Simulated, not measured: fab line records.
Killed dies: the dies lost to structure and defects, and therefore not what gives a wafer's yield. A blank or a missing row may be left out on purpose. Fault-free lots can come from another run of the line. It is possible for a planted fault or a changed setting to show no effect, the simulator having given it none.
Chamber matching / flow gf180mcu / GF_STI_CVD_23 on hdpcvd-02: 3 sister chambers
The step deposits SiO2, target thk 650 nm, time 108.3 s. 3 wafers are shown with their chamber, then 9 later ones without.

== EACH WAFER AND ITS CHAMBER ==
wafer=L852.3; chamber=1; pressure_mtorr (mTorr)=6.013
wafer=L855.4; chamber=2; pressure_mtorr (mTorr)=5.993
wafer=L855.5; chamber=0; pressure_mtorr (mTorr)=5.987

== WAFERS WHOSE CHAMBER IS MISSING ==
wafer=L856.2; pressure_mtorr (mTorr)=5.990
wafer=L856.3; pressure_mtorr (mTorr)=5.997
wafer=L856.5; pressure_mtorr (mTorr)=5.975
wafer=L857.1; pressure_mtorr (mTorr)=6.015
wafer=L857.2; pressure_mtorr (mTorr)=6.016
wafer=L857.5; pressure_mtorr (mTorr)=6.017
wafer=L862.2; pressure_mtorr (mTorr)=6.012
wafer=L862.3; pressure_mtorr (mTorr)=5.995
wafer=L862.6; pressure_mtorr (mTorr)=6.006

== WHICH CHAMBER EACH ONE RAN IN ==
wafer=L856.2; from the rows above=can't be placed: 0 or 2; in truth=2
wafer=L856.3; from the rows above=can't be placed: 2 or 0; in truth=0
wafer=L856.5; from the rows above=can't be placed: 0 or 2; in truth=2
wafer=L857.1; from the rows above=1; in truth=1
wafer=L857.2; from the rows above=1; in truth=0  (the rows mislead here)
wafer=L857.5; from the rows above=1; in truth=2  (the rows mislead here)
wafer=L862.2; from the rows above=1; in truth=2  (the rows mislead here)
wafer=L862.3; from the rows above=can't be placed: 2 or 0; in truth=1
wafer=L862.6; from the rows above=can't be placed: 1 or 2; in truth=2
1 of 9 placed correctly. Cannot be placed on the basis of these rows: 5; the candidates contain the true chamber in 4. 3 placed wrongly.
How it was worked out, from the rows above alone: a wafer's distance from a chamber is the root of the sum, over the readings, of the square of ((its reading less the chamber's mean) divided by the reading's scatter). The wafer belongs to the nearest chamber; if the next one is less than 2 further off, it can't be placed. Each chamber's mean is taken over the wafers shown for it. The scatter: with one shown wafer a chamber, the root of the mean of the squares of how far each hidden wafer lies from its nearest shown one.
